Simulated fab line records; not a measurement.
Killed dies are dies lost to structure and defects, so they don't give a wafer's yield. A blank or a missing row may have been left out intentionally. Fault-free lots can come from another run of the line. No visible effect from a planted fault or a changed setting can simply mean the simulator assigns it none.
Chamber matching || flow sfqLine || cmp-02 running SFQ_TRILAYER_I7_CMP_CMP_184: 4 sister chambers
The step polishes SiO2. 20 wafers are shown with their chamber, then 9 later ones without.

## EACH WAFER AND ITS CHAMBER
{"wafer": "L130.4", "chamber": 2, "motorCurrentA (A)": 9.8, "timeToEndpointS (s)": 220, "edgeZonePressureFrac": 1.004}
{"wafer": "L130.2", "chamber": 0, "motorCurrentA (A)": 11.2, "timeToEndpointS (s)": 204, "edgeZonePressureFrac": 1.001}
{"wafer": "L130.6", "chamber": 3, "motorCurrentA (A)": 9.9, "timeToEndpointS (s)": 216, "edgeZonePressureFrac": 1.003}
{"wafer": "L131.3", "chamber": 0, "motorCurrentA (A)": 11.0, "timeToEndpointS (s)": 203, "edgeZonePressureFrac": 0.990}
{"wafer": "L131.4", "chamber": 3, "motorCurrentA (A)": 9.9, "timeToEndpointS (s)": 199, "edgeZonePressureFrac": 1.005}
{"wafer": "L131.5", "chamber": 3, "motorCurrentA (A)": 9.9, "timeToEndpointS (s)": 201, "edgeZonePressureFrac": 1.008}
{"wafer": "L135.4", "chamber": 2, "motorCurrentA (A)": 9.5, "timeToEndpointS (s)": 221, "edgeZonePressureFrac": 0.999}
{"wafer": "L135.5", "chamber": 0, "motorCurrentA (A)": 11.4, "timeToEndpointS (s)": 215, "edgeZonePressureFrac": 0.997}
{"wafer": "L135.6", "chamber": 3, "motorCurrentA (A)": 10.0, "timeToEndpointS (s)": 210, "edgeZonePressureFrac": 1.004}
{"wafer": "L136.4", "chamber": 1, "motorCurrentA (A)": 9.0, "timeToEndpointS (s)": 210, "edgeZonePressureFrac": 1.007}
{"wafer": "L136.3", "chamber": 3, "motorCurrentA (A)": 10.1, "timeToEndpointS (s)": 209, "edgeZonePressureFrac": 1.005}
{"wafer": "L136.5", "chamber": 1, "motorCurrentA (A)": 9.2, "timeToEndpointS (s)": 211, "edgeZonePressureFrac": 1.005}
{"wafer": "L143.1", "chamber": 3, "motorCurrentA (A)": 10.0, "timeToEndpointS (s)": 208, "edgeZonePressureFrac": 0.997}
{"wafer": "L143.4", "chamber": 0, "motorCurrentA (A)": 10.5, "timeToEndpointS (s)": 216, "edgeZonePressureFrac": 0.999}
{"wafer": "L146.2", "chamber": 0, "motorCurrentA (A)": 11.2, "timeToEndpointS (s)": 211, "edgeZonePressureFrac": 1.003}
{"wafer": "L146.5", "chamber": 0, "motorCurrentA (A)": 10.4, "timeToEndpointS (s)": 220, "edgeZonePressureFrac": 0.994}
{"wafer": "L146.6", "chamber": 3, "motorCurrentA (A)": 10.0, "timeToEndpointS (s)": 216, "edgeZonePressureFrac": 0.992}
{"wafer": "L147.1", "chamber": 2, "motorCurrentA (A)": 9.8, "timeToEndpointS (s)": 218, "edgeZonePressureFrac": 1.000}
{"wafer": "L147.5", "chamber": 0, "motorCurrentA (A)": 10.5, "timeToEndpointS (s)": 228, "edgeZonePressureFrac": 1.004}
{"wafer": "L147.6", "chamber": 1, "motorCurrentA (A)": 9.0, "timeToEndpointS (s)": 226, "edgeZonePressureFrac": 0.992}

SIGNATURES (means of the wafers above)
{"reading": "motorCurrentA", "chamber 0": 10.886, "chamber 1": 9.067, "chamber 2": 9.700, "chamber 3": 9.971, "scatter within a chamber": 0.266}
{"reading": "timeToEndpointS", "chamber 0": 213.86, "chamber 1": 215.67, "chamber 2": 219.67, "chamber 3": 208.43, "scatter within a chamber": 7.47}
{"reading": "edgeZonePressureFrac", "chamber 0": 0.99829, "chamber 1": 1.00133, "chamber 2": 1.00100, "chamber 3": 1.00200, "scatter within a chamber": 0.00549}
Rule: for a wafer and a chamber, the distance is found by dividing, reading by reading, the gap between the wafer's reading and the chamber's mean by the reading's scatter, squaring, summing and taking the root. The wafer belongs to the nearest chamber; if the next one is less than 2 further off, it can't be placed. The scatter is the square root of a quotient: the sum, over the shown wafers, of each reading's squared deviation from its chamber's mean, divided by wafers minus chambers.

## WAFERS WITH NO CHAMBER GIVEN
{"wafer": "L150.2", "motorCurrentA (A)": 9.1, "timeToEndpointS (s)": 216, "edgeZonePressureFrac": 1.004}
{"wafer": "L150.4", "motorCurrentA (A)": 11.1, "timeToEndpointS (s)": 216, "edgeZonePressureFrac": 1.000}
{"wafer": "L150.5", "motorCurrentA (A)": 9.0, "timeToEndpointS (s)": 225, "edgeZonePressureFrac": 1.002}
{"wafer": "L151.2", "motorCurrentA (A)": 9.8, "timeToEndpointS (s)": 211, "edgeZonePressureFrac": 1.007}
{"wafer": "L151.1", "motorCurrentA (A)": 10.1, "timeToEndpointS (s)": 221, "edgeZonePressureFrac": 1.009}
{"wafer": "L151.3", "motorCurrentA (A)": 8.9, "timeToEndpointS (s)": 216, "edgeZonePressureFrac": 1.004}
{"wafer": "L152.1", "motorCurrentA (A)": 8.7, "timeToEndpointS (s)": 218, "edgeZonePressureFrac": 0.996}
{"wafer": "L152.4", "motorCurrentA (A)": 9.6, "timeToEndpointS (s)": 228, "edgeZonePressureFrac": 0.999}
{"wafer": "L152.5", "motorCurrentA (A)": 9.3, "timeToEndpointS (s)": 223, "edgeZonePressureFrac": 0.995}

## WHICH CHAMBER EACH WENT THROUGH
{"wafer": "L150.2", "from the rows above": "can't be placed: 1 or 2", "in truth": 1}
{"wafer": "L150.4", "from the rows above": 0, "in truth": 0}
{"wafer": "L150.5", "from the rows above": "can't be placed: 1 or 2", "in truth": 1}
{"wafer": "L151.2", "from the rows above": "can't be placed: 3 or 2 or 1", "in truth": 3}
{"wafer": "L151.1", "from the rows above": "can't be placed: 2 or 3 or 0", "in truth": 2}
{"wafer": "L151.3", "from the rows above": 1, "in truth": 1}
{"wafer": "L152.1", "from the rows above": 1, "in truth": 1}
{"wafer": "L152.4", "from the rows above": "can't be placed: 2 or 1 or 3", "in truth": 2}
{"wafer": "L152.5", "from the rows above": "can't be placed: 1 or 2 or 3", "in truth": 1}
3 of 9 placed correctly. These rows do not allow placing 6 (true chamber among the candidates in 6). Wrongly placed: 0.
